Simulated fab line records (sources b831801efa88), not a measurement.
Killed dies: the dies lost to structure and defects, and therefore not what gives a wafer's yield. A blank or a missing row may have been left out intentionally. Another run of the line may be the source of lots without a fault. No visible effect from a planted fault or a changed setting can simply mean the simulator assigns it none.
Which tool did it? | flow gf180mcu | 18 wafers from 6 lots sampled at 4 of the route's 602 steps

== WHAT THE GAUGES SHOWED, per wafer ==
GF_M3_THK_MEAS_06: measures by xrf.
lot  | measured     | on            | M3_ALCU_THK (nm)
L283 | day 21 02:55 | film-metro-03 | 438 445 440
L286 | day 22 05:00 | film-metro-03 | 447 446 450
L291 | day 24 05:03 | film-metro-04 | 440 440 443
L294 | day 25 01:10 | film-metro-04 | 448 454 450
L301 | day 27 14:18 | film-metro-03 | 472 474 470
L303 | day 28 04:07 | film-metro-04 | 442 445 442

== WHICH TOOL RAN EACH LOT (tool, then ch and the chambers of the sampled wafers, then the start) ==
lot  | GF_M2_METAL_ETCH_16               | GF_V2_SOFTBAKE_10                            | GF_M3_SPUTTER_04
L283 | rie-metal-01 ch 0,1, day 19 23:30 | litho-track-02 ch 0, day 21 02:46 or earlier | pvd-sputter-03, day 21 02:46
L286 | rie-metal-02 ch 0,1, day 21 01:45 | litho-track-01 ch 0, day 22 04:50 or earlier | pvd-sputter-04, day 22 04:50
L291 | rie-metal-02 ch 0,1, day 23 02:37 | litho-track-03 ch 0, day 24 04:53 or earlier | pvd-sputter-04, day 24 04:53
L294 | rie-metal-03 ch 0,1, day 23 21:48 | litho-track-01 ch 0, day 25 00:59 or earlier | pvd-sputter-04, day 25 00:59
L301 | rie-metal-02 ch 0,1, day 26 14:33 | litho-track-02 ch 0, day 27 14:08 or earlier | pvd-sputter-04, day 27 14:08
L303 | rie-metal-03 ch 0,1, day 27 05:45 | litho-track-01 ch 0, day 28 03:56 or earlier | pvd-sputter-02, day 28 03:56
- GF_M2_METAL_ETCH_16: etches the open film in Cl2/BCl3, stops on SiO2, target depth 750.8 nm, time 125.1 s.
- GF_V2_SOFTBAKE_10: time 62.23 s.
- GF_M3_SPUTTER_04: material TiN, target thk 50 nm, time 41.7 s.

== THE ANSWER, worked out from the rows above alone ==
Rule: usual is defined by the lots themselves. The widest of any qualifying gaps counts: lots, ordered by their means at a reading, are off when they make up no more than a third of the lots, leave a main group of 4 or more, and stand apart from it by 3 or more times the standard deviation of that group's means. Not used: any main group whose means are identical at the precision the tables above print for the reading. Also off: a lot with no number at a reading for which 4 or more lots have one. The other lots that the step has rows for count as sound.
Off: L301, at GF_M3_THK_MEAS_06 (M3_ALCU_THK). The main group has a mean of 445 nm with a standard deviation of 3.9.
If a tool, at a process step before that reading, ran all the lots that are off and no sound lot after the first of them, it fits. Those tools and the gauges at GF_M3_THK_MEAS_06 are tried in the same way. Because GF_V2_SOFTBAKE_10 lacks a start for some lots, the hours and order of its lots are taken from GF_M3_SPUTTER_04. Can't be told from this: 4 tools fit, rie-metal-02 at GF_M2_METAL_ETCH_16, litho-track-02 at GF_V2_SOFTBAKE_10, pvd-sputter-04 at GF_M3_SPUTTER_04, film-metro-03 at GF_M3_THK_MEAS_06.

== WHAT THE SIMULATOR HAD PUT IN ==
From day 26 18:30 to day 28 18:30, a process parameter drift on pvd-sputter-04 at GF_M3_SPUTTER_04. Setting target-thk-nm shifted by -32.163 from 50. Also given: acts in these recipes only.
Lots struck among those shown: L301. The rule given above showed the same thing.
